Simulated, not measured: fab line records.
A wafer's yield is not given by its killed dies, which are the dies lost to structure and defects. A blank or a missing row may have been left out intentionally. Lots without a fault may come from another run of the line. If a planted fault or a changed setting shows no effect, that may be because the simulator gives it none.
fab line records + flow sfqLine
record
- lots=14
- wafers=42
- lastDay=91
route steps=325 shown C5@240
lots that met no fault: from a run of the same line without faults
startH: hours from the record's first day to the start of the lot's first wafer shown + waitH: hours elapsed since this lot's preceding step + " same as the row above + L1.1+2: a row that stands for several wafers + - value missing, or start not given + * or withheld: withheld + < > ~ a bound
route shown NAME@n: NAME is a module with steps in the file, n the number in the route of the first one + usual: average and standard deviation across the fault-free wafers + same: alike in all rows + chamber/n: place in a boat + sites: the reading at each site + _std_site: the standard deviation of these + _edge_site: mean of outer sites minus mean of inner sites + radiusMm: for every site, how far away it sits from the centre of the wafer + mask NAME#n: copy n + behind: the tool/chamber that last shaped the wafer + hold: what put the lot on hold/how long, in hours/how the hold closed + device: which transistor (n, p or np) failed to switch + end of line: the tests these same wafers got at the end of their route + a step given without rows: its recipe and nothing more + killed: count of dies lost to structure and defects at first sort (not the wafer's yield) + map: the dies of a wafer, with x for killed, . for not killed, _ for no die there
set.NAME: the setting as run; set.NAME@STEP: as run at that earlier step + model.NAME: the simulator's own value behind a step, which no gauge read
steps of the route over a sample of lots; a table a step, a row a wafer
## steps
# step SFQ_TRILAYER_C5_LITHO_COAT_156
# recipe
- resist=BARC
- spinRpm=3000
- resistThkNm=62
# usual
- resistLineTempC=22.99/0.11
- spinSpeedRpm=2999.9/1.9
| lot.wafer | tool          | chamber | startH  | waitH | resistLineTempC | spinSpeedRpm |
|-----------|---------------|---------|---------|-------|-----------------|--------------|
| L463.2    | lithoTrack-04 | 0       | 1472.98 | 0.1   | 23.04           | 2995.9       |
| L463.4    | "             | 0       | "       | "     | 23.07           | 2999.6       |
| L463.5    | "             | 0       | "       | "     | 22.96           | 3003.4       |
| L464.3    | lithoTrack-04 | 0       | 1477.83 | 0.1   | 22.93           | 2999.1       |
| L464.5    | "             | 0       | "       | "     | 23.06           | 3002.4       |
| L464.6    | "             | 0       | "       | "     | 23.05           | 3002.6       |
| L465.1    | lithoTrack-03 | 0       | 1478.93 | 0.0   | 22.99           | 2996.5       |
| L465.4    | "             | 0       | "       | "     | 23.01           | 3000.5       |
| L465.6    | "             | 0       | "       | "     | 23.00           | 3001.8       |
| L468.3    | lithoTrack-04 | 0       | 1497.15 | 0.1   | 23.09           | 2998.0       |
| L468.4    | "             | 0       | "       | "     | 23.01           | 2997.1       |
| L468.6    | "             | 0       | "       | "     | 23.11           | 2996.4       |
| L470.3    | lithoTrack-03 | 0       | 1518.61 | 0.1   | 22.94           | 2954.0       |
| L470.4    | "             | 0       | "       | "     | 22.89           | 2954.7       |
| L470.6    | "             | 0       | "       | "     | 23.02           | 2953.4       |
| L471.1    | lithoTrack-03 | 0       | 1519.26 | 0.2   | 23.12           | 2955.7       |
| L471.2    | "             | 0       | "       | "     | 23.23           | 2952.8       |
| L471.6    | "             | 0       | "       | "     | 23.11           | 2953.5       |
| L477.1    | lithoTrack-02 | 0       | 1578.79 | 0.0   | 22.72           | 3004.9       |
| L477.2    | "             | 0       | "       | "     | 23.13           | 3001.7       |
| L477.5    | "             | 0       | "       | "     | 22.92           | 2998.8       |
| L478.2    | lithoTrack-02 | 0       | 1584.57 | 0.1   | 23.02           | 3003.3       |
| L478.3    | "             | 0       | "       | "     | 23.05           | 3000.6       |
| L478.5    | "             | 0       | "       | "     | 23.02           | 2999.0       |
| L479.3    | lithoTrack-02 | 0       | 1588.81 | 0.1   | 22.93           | 2999.0       |
| L479.4    | "             | 0       | "       | "     | 22.81           | 2998.8       |
| L479.6    | "             | 0       | "       | "     | 22.97           | 3000.0       |
| L482.2    | lithoTrack-04 | 0       | 1617.15 | 0.1   | 22.98           | 3000.1       |
| L482.3    | "             | 0       | "       | "     | 22.99           | 3001.3       |
| L482.4    | "             | 0       | "       | "     | 23.01           | 2996.2       |
| L483.2    | lithoTrack-03 | 0       | 1627.08 | 0.1   | 22.90           | 3000.8       |
| L483.4    | "             | 0       | "       | "     | 23.06           | 3000.4       |
| L483.6    | "             | 0       | "       | "     | 23.19           | 3001.5       |
| L484.2    | lithoTrack-03 | 0       | 1633.24 | 0.1   | 22.93           | 2997.8       |
| L484.3    | "             | 0       | "       | "     | 22.77           | 2997.2       |
| L484.4    | "             | 0       | "       | "     | 22.86           | 2999.9       |
| L485.1    | lithoTrack-02 | 0       | 1636.13 | 0.5   | 23.16           | 3001.7       |
| L485.5    | "             | 0       | "       | "     | 22.96           | 3002.8       |
| L485.6    | "             | 0       | "       | "     | 22.90           | 3003.9       |
| L486.2    | lithoTrack-04 | 0       | 1642.27 | 0.1   | 22.98           | 3001.2       |
| L486.3    | "             | 0       | "       | "     | 22.96           | 2999.8       |
| L486.5    | "             | 0       | "       | "     | 22.90           | 2999.4       |
## key
firstSign
- step=SFQ_TRILAYER_C5_LITHO_COAT_156
- reading=spinSpeedRpm
- direction=down
- sigmas=24
- usual=2999.9
- struck=2954.0
effect none on later readings
metAt SFQ_TRILAYER_C5_LITHO_COAT_156
struckLots L470,L471
onsetBetween 1478.93 1518.61
fault
- kind=processParameterDrift
- tool=lithoTrack-03
- chamber=-
- onsetH=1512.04
- steps=SFQ_TRILAYER_C5_LITHO_COAT_156
- channel=spinRpm
- offset=-45.876
- shape=step
- endH=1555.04
- actsIn=theseRecipesOnly
- stated=3000
